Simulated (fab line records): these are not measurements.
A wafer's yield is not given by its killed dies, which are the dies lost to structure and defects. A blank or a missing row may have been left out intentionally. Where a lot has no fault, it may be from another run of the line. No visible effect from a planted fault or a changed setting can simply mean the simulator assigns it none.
Split-lot experiment    flow gf180mcu    on a route of 602 steps: 5 lots, 23 wafers read

## SPLIT DETAILS
At GF_DUAL_GATE_OXIDATION_02 (stabilise 600 s, purge 300 s, target thk 10.887 nm), the setting tempC was moved away from the recipe's 900 C on 10 of the 23 wafers read, by -0.8% to +0.9%. This setting was run at the recipe's value on the other wafers.

The file shows no step between the split and the reading.

## THE READING
Values of DUAL_GATE_OXIDATION_00_THK in nm from GF_DUAL_GATE_THK_MEAS_03. Typical for fault-free wafers on this fab line: 10.96 nm, with standard deviation 0.26 nm.

wafer   tool, chamber at the split  tempC as run, C  against the recipe  DUAL_GATE_OXIDATION_00_THK, nm  against lot-mates on the recipe
L074.1  -, -                        907.8            +0.9%               12.17                           no lot-mate on the recipe
L074.3  -, -                        907.8            +0.9%               12.08                           no lot-mate on the recipe
L074.4  -, -                        907.8            +0.9%               11.70                           no lot-mate on the recipe
L074.5  -, -                        907.8            +0.9%               11.85                           no lot-mate on the recipe
L074.6  -, -                        907.8            +0.9%               11.97                           no lot-mate on the recipe
L076.1  -, -                        900              recipe              11.10                           -
L076.2  -, -                        900              recipe              11.08                           -
L076.4  -, -                        900              recipe              11.20                           -
L076.5  -, -                        900              recipe              11.14                           -
L076.6  -, -                        900              recipe              11.11                           -
L077.1  -, -                        900              recipe              10.73                           -
L077.2  -, -                        900              recipe              10.67                           -
L077.3  -, -                        900              recipe              10.82                           -
L077.4  -, -                        900              recipe              10.90                           -
L077.5  -, -                        900              recipe              10.80                           -
L079.1  furnace-01, 0               900              recipe              11.03                           -
L079.2  furnace-01, 0               900              recipe              11.01                           -
L079.5  furnace-01, 0               900              recipe              11.01                           -
L082.1  -, -                        893.1            -0.8%               10.13                           no lot-mate on the recipe
L082.2  -, -                        893.1            -0.8%               10.04                           no lot-mate on the recipe
L082.4  -, -                        893.1            -0.8%               10.15                           no lot-mate on the recipe
L082.5  -, -                        893.1            -0.8%               9.94                            no lot-mate on the recipe
L082.6  -, -                        893.1            -0.8%               10.05                           no lot-mate on the recipe

THE FIT
A straight line over all 23 wafers: DUAL_GATE_OXIDATION_00_THK changes by +1.16 nm for each +1% of tempC; r = +0.97; the points scatter about the line by 0.16 nm.
Too few moved wafers with a lot-mate on the recipe to fit a line net of each lot's own level.

## THE WHOLE CHAIN: every reading that the file lists as answering this split, in the file's order
step                       what it does                                        reading                                                                                change (the file's fit)                r (the file's)
GF_DUAL_GATE_OXIDATION_02  stabilise 600 s, purge 300 s, target thk 10.887 nm  SiO2_of_DUAL_GATE_OXIDATION_02.thkNm (the simulator's own value, which no gauge read)  +1.15 nm for each +1% of the setting   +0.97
GF_DUAL_GATE_THK_MEAS_03                                                       DUAL_GATE_OXIDATION_00_THK                                                             +1.16 for each +1% of the setting      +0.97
GF_DUAL_GATE_OXIDATION_15  stabilise 600 s, purge 300 s, target thk 7.098 nm   SiO2_of_DUAL_GATE_OXIDATION_02.thkNm (the simulator's own value, which no gauge read)  +0.978 nm for each +1% of the setting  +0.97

## THE FILE'S OWN FIT
DUAL_GATE_OXIDATION_00_THK changes by +1.16 nm for each +1% of tempC, r = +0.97.
